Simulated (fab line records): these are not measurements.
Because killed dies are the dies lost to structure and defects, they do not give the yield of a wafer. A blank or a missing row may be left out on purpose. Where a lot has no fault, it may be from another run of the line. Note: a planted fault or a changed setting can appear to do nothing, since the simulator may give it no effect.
A struck lot beside a sound one | flow sfq line | 15 steps out of a route of 325
Sound: these wafers, L540.3, L540.4, L540.5. Struck: wafer L548.4; the same lot's L548.5 was not struck, so it is left out; see the end for the cause.
Per side, at each step with rows, come the tool, then ch with its chambers, and then its first start. Under that, the readings that differ: sound wafers | struck wafers | difference of the means | sigmas: that difference in standard deviations of wafers without a fault.
alike: readings whose means differ by less than 2 such deviations, and words and numbers that are the same on both sides. not compared: withheld readings, readings that some wafer has no value for, bounds like >300 that may hide the same value, and numbers for which the record gives no deviation and whose values overlap.
A row with sigmas, a row that says differs or no value, or rows on one side alone: a step with any of these is where the two part. When numbers do not overlap yet have no deviation, they are printed without sigmas and do not part them. Lack of a reading on every wafer of one side parts them only where that side has two or more wafers.

SFQ_TRILAYER_JJ_CE_BARC_OPEN_RIE_150: chemistry O2, target BARC, target depth 240 nm, time 80 s.
  sound on rie metal-03 ch 0,1, day 41 21:17; struck on rie metal-02 ch 1, day 44 11:43
  alike: drypump motor current A, he backside leak sccm, oes product au
  not compared: rf hours counter h
SFQ_TRILAYER_JJ_CE_ETCH_RIE_118: chemistry SF6, target Nb, stops on Al2O3, time 97.7 s, target depth 170 nm.
  sound on rie metal-03 ch 0,1, day 41 21:23; struck on rie metal-02 ch 1, day 44 11:49
  alike: drypump motor current A, he backside leak sccm, oes product au
  not compared: rf hours counter h
following that, these wafers have no rows for 1 step: SFQ_TRILAYER_JJ_ANODIZE_ANODIZE_119.
SFQ_TRILAYER_JJ_CE_STRIP_STRIP_120: strips in O2.
  sound on rie metal-04 ch 0,1, day 41 22:09; struck on rie metal-04 ch 1, day 44 12:35
  alike: drypump motor current A, he backside leak sccm, oes product au, platen temp c
  not compared: rf hours counter h
then, 7 steps without rows for these wafers: SFQ_TRILAYER_JJ_CE_STRIP_SOLV_CLEAN_121 (cleans in NMP, time 600 s); SFQ_TRILAYER_M5_LITHO_COAT_128 (resist thk 62 nm); SFQ_TRILAYER_M5_LITHO_COAT_123 (resist thk 600 nm); SFQ_TRILAYER_M5_LITHO_SOFTBAKE_127; SFQ_TRILAYER_M5_LITHO_EXPOSE_124 (exposes mask M5, target cd 700 nm); SFQ_TRILAYER_M5_LITHO_PEB_126 (peb time 60 s); SFQ_TRILAYER_M5_LITHO_DEVELOP_125 (time 60 s).
-- the record jumps here: 4 days lie between the struck wafers' starts before and after --
SFQ_M5_OVL_MEAS_932:
  sound: overlay-02 at day 46 16:07; struck: overlay-02 at day 48 23:13
  alike: M5_OVL
SFQ_TRILAYER_M5_BARC_OPEN_METAL_ETCH_161: etches BARC in O2, target depth 125 nm, time 41.7 s.
  sound on rie metal-04 ch 0,1, day 46 16:09; struck on rie metal-01 ch 0, day 48 23:15
  reading                                             | sound             | struck | difference | sigmas
  drypump motor current A (A)                         | 5.8 6.0 6.0       | 5.0    | -0.9       | -2
  oes product au (a.u.)                               | 0.680 0.690 0.684 | 0.643  | -0.042     | -9
  run length s (s)                                    | 70.5 69.7 69.7    | 75.6   | +5.6       | +9
  model.KrF_of_TRILAYER_M5_LITHO_COAT_123.thk nm (nm) | 521.4 520.5 521.6 | 516.2  | -5.0       |
  alike: he backside leak sccm
  not compared: rf hours counter h
SFQ_TRILAYER_M5_ETCH_METAL_ETCH_126: etches Nb in Cl2/BCl3, stops on SiO2, time 203.2 s, target depth 265 nm.
  sound on rie metal-04 ch 0,1, day 46 16:16; struck on rie metal-01 ch 0, day 48 23:22
  reading                                             | sound             | struck | difference | sigmas
  drypump motor current A (A)                         | 5.8 6.0 6.0       | 5.0    | -0.9       | -2
  he backside leak sccm (sccm)                        | 3.43 3.20 3.21    | 3.73   | +0.45      | +2
  model.KrF_of_TRILAYER_M5_LITHO_COAT_123.thk nm (nm) | 368.4 367.1 368.8 | 363.5  | -4.6       |
  alike: oes product au, run length s
  not compared: rf hours counter h
SFQ_TRILAYER_M5_STRIP_STRIP_127: strips in O2.
  sound on rie metal-04 ch 0,1, day 46 16:35; struck on rie metal-01 ch 0, day 48 23:41
  reading                      | sound          | struck | difference | sigmas
  drypump motor current A (A)  | 5.8 6.0 6.0    | 5.0    | -0.9       | -2
  he backside leak sccm (sccm) | 3.11 3.26 3.28 | 3.72   | +0.50      | +2
  alike: oes product au, platen temp c
  not compared: rf hours counter h

## WHERE THEY PART
Last at SFQ_TRILAYER_M5_STRIP_STRIP_127 as far as this record goes, first at SFQ_TRILAYER_M5_BARC_OPEN_METAL_ETCH_161.

WHY: what had been put in by the simulator
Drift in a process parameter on rie metal-01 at SFQ_TRILAYER_M5_BARC_OPEN_METAL_ETCH_161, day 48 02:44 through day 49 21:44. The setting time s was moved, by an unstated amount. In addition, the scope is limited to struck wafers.
